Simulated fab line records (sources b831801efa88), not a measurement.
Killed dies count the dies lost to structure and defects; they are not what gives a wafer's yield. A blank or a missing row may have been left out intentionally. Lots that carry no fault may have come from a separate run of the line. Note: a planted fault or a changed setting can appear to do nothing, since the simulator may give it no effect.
The tool behind it: which one?    flow sky130    10 lots with 30 wafers sampled at 3 steps, on a route of 708 steps

== WHAT THE GAUGES SHOWED, per wafer ==
SKY_VT_ADJUST_LVTN_OVL_MEAS_07.
lot   measured      on          VT_ADJUST_LVTN_OVL (nm)
L804  day 7 19:25   overlay-02  -4.7 -3.0 -3.4
L806  day 8 13:44   overlay-02  0.9 0.0 0.4
L808  day 8 22:00   overlay-01  -0.7 -0.1 1.8
L809  day 9 06:13   overlay-02  -0.3 0.3 -0.3
L810  day 9 12:34   overlay-02  - - -
L812  day 9 23:19   overlay-01  -1.5 1.0 -1.0
L819  day 12 01:27  overlay-02  -1.3 -0.3 1.1
L820  day 12 09:21  overlay-01  -2.4 -2.9 -1.0
L821  day 12 10:34  overlay-01  2.0 1.8 0.6
L822  day 12 16:31  overlay-01  0.8 -0.2 -1.6

== TOOL THAT RAN EACH LOT (tool first, then ch and the chambers of the sampled wafers, then the start) ==
lot   SKY_DNWELL_STRIP_08                  SKY_VT_ADJUST_LVTN_EXPOSE_04
L804  plasma_asher-01 ch 0,1, day 4 00:45  iline_stepper-01 ch 0, day 7 10:14
L806  plasma_asher-02 ch 0,1, day 4 14:42  iline_stepper-01 ch 0, day 8 03:48
L808  plasma_asher-03 ch 0,1, day 4 22:27  iline_stepper-01 ch 0, day 8 12:04
L809  plasma_asher-02 ch 0,1, day 5 04:24  iline_stepper-02 ch 0, day 8 19:30
L810  plasma_asher-03 ch 0,1, day 5 10:00  iline_stepper-02 ch 0, day 9 02:16
L812  plasma_asher-03 ch 0,1, day 5 18:27  iline_stepper-01 ch 0, day 9 12:44
L819  plasma_asher-02 ch 0, day 7 10:49    iline_stepper-02 ch 0, day 11 13:27
L820  plasma_asher-03 ch 0,1, day 7 16:59  iline_stepper-01 ch 0, day 11 21:31
L821  plasma_asher-03 ch 0,1, day 7 19:42  iline_stepper-02 ch 0, day 11 22:31
L822  plasma_asher-01 ch 0,1, day 8 01:47  iline_stepper-02 ch 0, day 12 05:37
- SKY_DNWELL_STRIP_08: strips in O2/N2.
- SKY_VT_ADJUST_LVTN_EXPOSE_04: exposes mask NWM COMPLEMENT LESS NATIVE, target cd 840 nm.

== THE ANSWER, worked out from the rows above alone ==
Rule: usual is defined by the lots themselves. Put in order of their means at a reading, lots are off if they are a third of the lots or fewer, leave a main group of 4 or more, and stand apart from it by a gap of 3 or more times the standard deviation of the main group's means; of several such gaps the widest counts. Not used: any main group whose means are identical at the precision the tables above print for the reading. Also off: a lot with no number at a reading for which 4 or more lots have one. All remaining lots with rows at the step are treated as sound.
Off: L810, seen at SKY_VT_ADJUST_LVTN_OVL_MEAS_07 (VT_ADJUST_LVTN_OVL). Without a number there: L810. Mean -0.5 nm and standard deviation 1.4 in the main group.
If a tool, at a process step before that reading, ran all the lots that are off and no sound lot after the first of them, it fits. Gauges at SKY_VT_ADJUST_LVTN_OVL_MEAS_07: tried the same way as those tools. Not one of the candidates tried fits.

== WHAT THE SIMULATOR PUT IN ==
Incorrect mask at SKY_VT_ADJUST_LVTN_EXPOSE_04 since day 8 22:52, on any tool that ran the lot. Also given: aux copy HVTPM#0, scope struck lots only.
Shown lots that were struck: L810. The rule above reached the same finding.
